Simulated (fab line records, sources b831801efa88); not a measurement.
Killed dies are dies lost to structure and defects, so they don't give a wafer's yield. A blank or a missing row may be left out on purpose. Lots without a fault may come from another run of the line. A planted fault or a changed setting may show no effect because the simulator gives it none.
Problem report in the 8D (eight disciplines) form, filled by code | flow gf180mcu | the parts of the form that need people (team, actions taken, sign-off) are left out

1. THE PROBLEM
CONTACT_CVD_00_THK at GF_CONTACT_THK_MEAS_01 reads a mean of 360.8 nm on 6 wafers of 2 lots; wafers without a fault read 300.5 nm with a standard deviation of 2.8. That is +22 standard deviations from the usual mean.
First seen on wafer L753.1, day 18 15:51, on film_metro-03. The record holds 36 wafers of 12 lots with a number at this step. Rule for "out", or "out of limits": more than 4 standard deviations from the usual mean. The other wafers with a number count as sound.

2. WHAT IT IS AND WHAT IT IS NOT
question                    | is                     | is not
which readings at this step | CONTACT_CVD_00_THK     | -
which lots                  | L753, L755             | L745, L750, L756, L758, L759, L761, L763, L764, L765, L766
which wafers of those lots  | all that have a number | -
read on which gauges        | film_metro-03          | film_metro-02, film_metro-04
when                        | from day 18 15:51      | up to then (6 sound wafers); but 24 sound wafers of L756, L758, L759, L761, L763, L764, L765, L766 came after

3. SUSPECTS, AND WHAT RULES EACH OUT
Counting: a tool at a process step up to the reading stays a suspect if it ran every lot that is out and no sound lot after the first of them.
- the gauge at GF_CONTACT_THK_MEAS_01: ruled out. All the wafers that are out were read on film_metro-03, but those of them that GF_CONTACT_CVD_00 has rows for are out there too, on other tools.
- hdpcvd-02 at GF_CONTACT_CVD_00 (deposits SiO2, target thk 300 nm, time 50 s): ruled out as a lasting fault. Sound lots L763, L764, L766 ran on it after its first lot that is out, L753 (day 18 15:48).
Left after counting: nothing in the record.

4. THE CAUSE (what the simulator had put in)
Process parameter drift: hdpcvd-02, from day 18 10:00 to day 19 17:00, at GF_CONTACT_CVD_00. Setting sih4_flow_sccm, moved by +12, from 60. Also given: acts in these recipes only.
Counting ruled it out, wrongly: the rule takes a fault to strike every lot that its tool runs from its start on, and this one did not.

5. THE CHAIN OF EFFECTS, in route order
Each row: a reading whose mean over the struck wafers that have a number lies more than 3 standard deviations from the usual. Only readings for which the record gives a usual standard deviation are gone through. hours: the time from each lot's start at the first step in this table that gives one to its start at this step, as a median over the lots. sigmas: the change in usual standard deviations.
hours | step                   | reading            | usual      | on struck wafers | change | sigmas
0     | GF_CONTACT_CVD_00      | sih4_flow_sccm     | 59.97 sccm | 71.97            | +12.00 | +80
0     | GF_CONTACT_THK_MEAS_01 | CONTACT_CVD_00_THK | 300.5 nm   | 360.8            | +60.3  | +22
-     | GF_CONTACT_ETCH_17     | oes_product_au     | 0.815 a.u. | 0.848            | +0.033 | +6.6
The process steps in it:
- GF_CONTACT_CVD_00: deposits SiO2, target thk 300 nm, time 50 s.
- GF_CONTACT_ETCH_17: etches SiO2 in C4F8/O2/Ar, stops on CoSi2, target depth 860 nm.

6. WHAT WOULD HAVE CAUGHT IT SOONER
In this record the first reading out of limits at a measuring or inspecting step was taken at day 18 15:51, 6 hours after the fault began at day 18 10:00.
The tool's own readings at GF_CONTACT_CVD_00 were out on every struck wafer that the step has a row for (sih4_flow_sccm): an alarm limit on them would have fired on the first of those.
